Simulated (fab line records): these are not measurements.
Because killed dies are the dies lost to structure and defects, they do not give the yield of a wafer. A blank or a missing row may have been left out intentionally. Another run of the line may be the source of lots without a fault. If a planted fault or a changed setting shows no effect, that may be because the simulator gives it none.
Which of the tools did it? + flow gf180mcu + 33 wafers from 11 lots sampled at 3 of the route's 602 steps

== WHAT THE GAUGES READ, wafer by wafer ==
GF_V5_THK_MEAS_01. Usual: V5_CVD_00_THK typically reads 298.7 nm, with standard deviation 2.9.
| lot  | measured     | on           | V5_CVD_00_THK (nm) | flag |
|------|--------------|--------------|--------------------|------|
| L280 | day 26 07:43 | filmMetro-03 | 300.9 300.1 302.5  |      |
| L281 | day 26 13:36 | filmMetro-04 | 299.8 294.0 294.4  |      |
| L283 | day 27 06:48 | filmMetro-03 | 297.1 299.9 300.0  |      |
| L284 | day 27 16:32 | filmMetro-01 | 296.5 293.8 296.1  |      |
| L287 | day 28 05:07 | filmMetro-03 | 293.9 300.8 295.1  |      |
| L288 | day 28 22:53 | filmMetro-03 | 297.0 300.0 302.7  |      |
| L297 | day 31 09:13 | filmMetro-03 | 302.9 301.2 306.9  |      |
| L299 | day 31 20:35 | filmMetro-04 | 295.6 294.2 300.3  |      |
| L300 | day 32 08:19 | filmMetro-04 | 297.5 299.5 300.6  |      |
| L302 | day 32 18:25 | filmMetro-01 | 298.6 296.9 293.7  |      |
| L303 | day 33 02:24 | filmMetro-03 | 297.4 299.7 299.6  |      |

GF_V5_BOW_MEAS_05. Usual: V5_BOW typically reads 133 um, with standard deviation 9.6.
| lot  | measured     | on           | V5_BOW (um) | flag |
|------|--------------|--------------|-------------|------|
| L280 | day 26 08:38 | filmMetro-01 | 129 116 131 |      |
| L281 | day 26 14:11 | filmMetro-03 | 129 125 138 |      |
| L283 | day 27 07:46 | filmMetro-04 | 147 144 135 |      |
| L284 | day 27 17:04 | filmMetro-04 | 146 137 138 |      |
| L287 | day 28 05:40 | filmMetro-01 | 127 132 123 |      |
| L288 | day 28 23:25 | filmMetro-01 | 127 128 140 |      |
| L297 | day 31 09:44 | filmMetro-01 | 123 126 130 |      |
| L299 | day 31 21:08 | filmMetro-03 | 130 131 130 |      |
| L300 | day 32 08:51 | filmMetro-01 | 124 124 138 |      |
| L302 | day 32 18:57 | filmMetro-03 | 144 158 148 |      |
| L303 | day 33 02:57 | filmMetro-01 | 127 115 107 |      |

== TOOL THAT RAN EACH LOT (tool first, then ch and the chambers of the sampled wafers, then the start) ==
| lot  | GF_M5_ETCH_09                     |
|------|-----------------------------------|
| L280 | rieDiel-02 ch 0,1,2, day 26 06:56 |
| L281 | rieDiel-03 ch 0,1, day 26 12:45   |
| L283 | rieDiel-04 ch 0,2,3, day 27 06:01 |
| L284 | rieDiel-02 ch 2,3, day 27 15:46   |
| L287 | rieDiel-02 ch 0,2,3, day 28 04:19 |
| L288 | rieDiel-02 ch 0,2,3, day 28 22:08 |
| L297 | rieDiel-04 ch 1,3, day 31 08:28   |
| L299 | rieDiel-04 ch 0,1, day 31 19:50   |
| L300 | rieDiel-02 ch 0,2, day 32 07:32   |
| L302 | rieDiel-02 ch 2,3, day 32 17:41   |
| L303 | rieDiel-03 ch 1,2, day 33 01:39   |
- GF_M5_ETCH_09: etches Si3N4 in CF4/O2, target depth 52 nm, time 11.6 s.

== AS READ BY THE TOOLS THEMSELVES (means over the sampled wafers that have a number; for cases with no such wafer, the mark the record gives instead) ==
GF_M5_ETCH_09. Usual: O2_flow_sccm 9.996 sccm, standard deviation 0.028; biasW 150.0 W, standard deviation 0.42; drypumpMotorCurrentA 5.8 A, standard deviation 0.44; oesProductAu 1.000 a.u., standard deviation 0.012; throttleValvePct 5.971 %, standard deviation 0.01.
| lot  | tool       | O2_flow_sccm (sccm) | biasW (W) | drypumpMotorCurrentA (A) | oesProductAu (a.u.) | throttleValvePct (%) | flag |
|------|------------|---------------------|-----------|--------------------------|---------------------|----------------------|------|
| L280 | rieDiel-02 | 10.010              | 150.1     | 6.2                      | 1.009               | 5.975                |      |
| L281 | rieDiel-03 | 9.993               | 150.1     | 6.0                      | 0.994               | 5.975                |      |
| L283 | rieDiel-04 | 9.989               | 150.4     | 5.4                      | 0.994               | 5.963                |      |
| L284 | rieDiel-02 | 9.988               | 150.0     | 5.9                      | 1.006               | 5.961                |      |
| L287 | rieDiel-02 | 9.995               | 150.0     | 5.9                      | 1.009               | 5.962                |      |
| L288 | rieDiel-02 | 9.982               | 149.7     | 5.9                      | 1.007               | 5.970                |      |
| L297 | rieDiel-04 | 9.966               | 150.1     | 5.3                      | 0.994               | 5.967                |      |
| L299 | rieDiel-04 | 9.997               | 149.4     | 5.8                      | 1.005               | 5.971                |      |
| L300 | rieDiel-02 | 10.008              | 150.1     | 6.0                      | 1.015               | 5.976                |      |
| L302 | rieDiel-02 | 10.024              | 149.9     | 5.9                      | 0.997               | 5.981                |      |
| L303 | rieDiel-03 | 10.001              | 150.0     | 6.0                      | 0.987               | 5.969                |      |

== THE ANSWER, worked out from the rows above alone ==
Rule: a lot counts as off when the mean over its wafers that have a number is more than 3 standard deviations away from the usual mean. Also off: a lot with no number at a reading for which 4 or more lots have one. Where the step has rows for the other lots, those lots are counted as sound. The gauges are gone through in route order, then the tools' own readings, and for those a lot's mean is taken as printed above. The first step at which some lot is off is used, and at that step the reading that is off furthest; a lot without a number counts as furthest.
Across all readings shown, no lot is off: no conclusion can be drawn from this.

== WHAT THE SIMULATOR HAD PUT IN ==
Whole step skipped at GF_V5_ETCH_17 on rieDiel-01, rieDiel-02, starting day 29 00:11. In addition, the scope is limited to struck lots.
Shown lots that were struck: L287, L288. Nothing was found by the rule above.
